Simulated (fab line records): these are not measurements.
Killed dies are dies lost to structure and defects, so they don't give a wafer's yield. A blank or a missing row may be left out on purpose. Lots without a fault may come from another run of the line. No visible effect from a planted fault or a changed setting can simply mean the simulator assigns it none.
A struck lot beside a sound one ; flow sky130 ; 17 out of 708 route steps
Sound: wafers L584.2, L584.3, L584.5. Wafers struck: L585.1, L585.3, L585.4. The cause is given at the end.
For every step that has rows: the tool of each side, followed by ch and its chambers, followed by its first start. Under that, the readings that differ: sound wafers ; struck wafers ; difference of the means ; sigmas: that difference in standard deviations of wafers without a fault.
alike: readings whose means differ by less than 2 such deviations, and words and numbers that are the same on both sides. not compared: withheld readings, readings that some wafer has no value for, bounds like >300 that may hide the same value, and numbers for which the record gives no deviation and whose values overlap.
The two part at a step that has a row with sigmas, a row that says differs or no value, or rows on one side only. Numbers that have no deviation but don't overlap get no sigmas and don't part them. Lack of a reading on every wafer of one side parts them only where that side has two or more wafers.

SKY_VIA2_CMP_02: polishes SiO2.
  sound on cmp-02 ch 0,2,3, day 38 16:59; struck on cmp-01 ch 0,2,3, day 39 01:38
  alike: motor current A
SKY_VIA2_BOW_MEAS_03:
  sound on film metro-01, day 38 17:15; struck on film metro-04, day 39 01:56
  alike: VIA2_BOW
then, 8 steps without rows for these wafers: SKY_VIA2_DEHYDRATE_04 (time 60 s); SKY_VIA2_HMDS_05 (prime time 60 s); SKY_VIA2_COAT_06 (resist thk 60 nm); SKY_VIA2_COAT_07 (resist thk 450 nm); SKY_VIA2_SOFTBAKE_08 (time 90 s); SKY_VIA2_EXPOSE_09 (exposes mask VIM2, target cd 200 nm); SKY_VIA2_PEB_10; SKY_VIA2_DEVELOP_11 (develop time 60 s).
SKY_VIA2_CD_MEAS_12: the cd target is 200 nm.
  sound on cd sem-02, day 39 18:14; struck on cd sem-01, day 40 01:53
  alike: cd nm
SKY_VIA2_OVL_MEAS_13:
  sound on overlay-01, day 39 18:20; struck on overlay-02, day 40 02:00
reading;sound;struck;difference;sigmas
VIA2_OVL (nm);-4 -10 -3;2 4 9;+11;+2
SKY_VIA2_ETCH_14: etches BARC in N2/H2, stops on SiO2, time 45.9 s, target depth 60 nm.
  sound on rie diel-02 ch 1,3, day 39 18:22; struck on rie diel-01 ch 0,1,3, day 40 02:02
reading;sound;struck;difference;sigmas
bias w (W);99.57 100.19 99.86;- - -;no value on the struck wafers;
oes product au (a.u.);0.849 0.851 0.866;1.006 1.002 0.995;+0.146;+29
run length s (s);74.4 74.5 74.5;61.9 61.4 62.8;-12.4;-30
throttle valve pct (%);13.221 13.233 13.220;13.254 13.237 13.236;+0.018;+2
model.KrF-thick_of_VIA2_COAT_07.thk nm (nm);392.5 391.5 392.7;404 402.2 403;+11;
model.etch.depth nm (nm);59.93 60.25 60.01;57.68 57.76 58.08;-2.22;
  alike: drypump motor current A
  not compared: rf hours counter h
SKY_VIA2_ETCH_15: etches SiO2 in C4F8/O2/Ar, stops on TiN, target depth 546 nm, time 84 s.
  sound on rie diel-02 ch 1,3, day 39 18:25; struck on rie diel-01 ch 0,1,3, day 40 02:04
reading;sound;struck;difference;sigmas
oes product au (a.u.);0.949 0.943 0.942;0.926 0.935 0.932;-0.014;-3
model.KrF-thick_of_VIA2_COAT_07.thk nm (nm);284.7 281.1 284.5;294.8 291.7 293.7;+10.0;
  alike: bias w, run length s
  not compared: rf hours counter h
SKY_VIA2_STRIP_16: strips in O2/N2.
  sound on plasma asher-01 ch 0,1, day 39 18:28; struck on plasma asher-03 ch 0,1, day 40 02:08
reading;sound;struck;difference;sigmas
strip time to endpoint s (s);4.060 4.030 4.077;4.167 4.131 4.151;+0.094;+4
  alike: drypump motor current A, oes product au
  not compared: rf hours counter h
then, 1 step without rows for these wafers: SKY_VIA2_STRIP_17 (strips in post etch residue remover, time 1200 s).
-- the record jumps here: 9 days lie between the struck wafers' starts before and after (it left off in module VIA2 and takes up again in module PAD_OPEN, whose first step shown is number 708 of the route) --
SKY_PAD_OPEN_PROBE_99:
  sound on prober-02, day 48 12:42; struck on prober-01, day 48 17:06
reading;sound;struck;difference;sigmas
killed at contacts;25 26 19;24 37 44;+12;+2
killed at front end;19 26 29;9 10 16;-13;-3
model.etest.via2 chain.rc ohm;9.921 10.33 9.962;10.98 11.05 11.69;+1.17;
  alike: defect limited yield, killed_at_M0_to_M3, killed_at_M4_up, killed at other, killed dies, killed on rim, killed open, killed short, sort_bin_3_pad_short, sort_bin_5_function, sort_bin_6_memory, sort n pass, sort yield pct
  not compared: model.etest.res pdiff.width nm, model.etest.res ndiff.width nm

WHERE THEY PART
First at SKY_VIA2_OVL_MEAS_13; last, within this record, at SKY_PAD_OPEN_PROBE_99.

WHY: the cause the simulator had injected
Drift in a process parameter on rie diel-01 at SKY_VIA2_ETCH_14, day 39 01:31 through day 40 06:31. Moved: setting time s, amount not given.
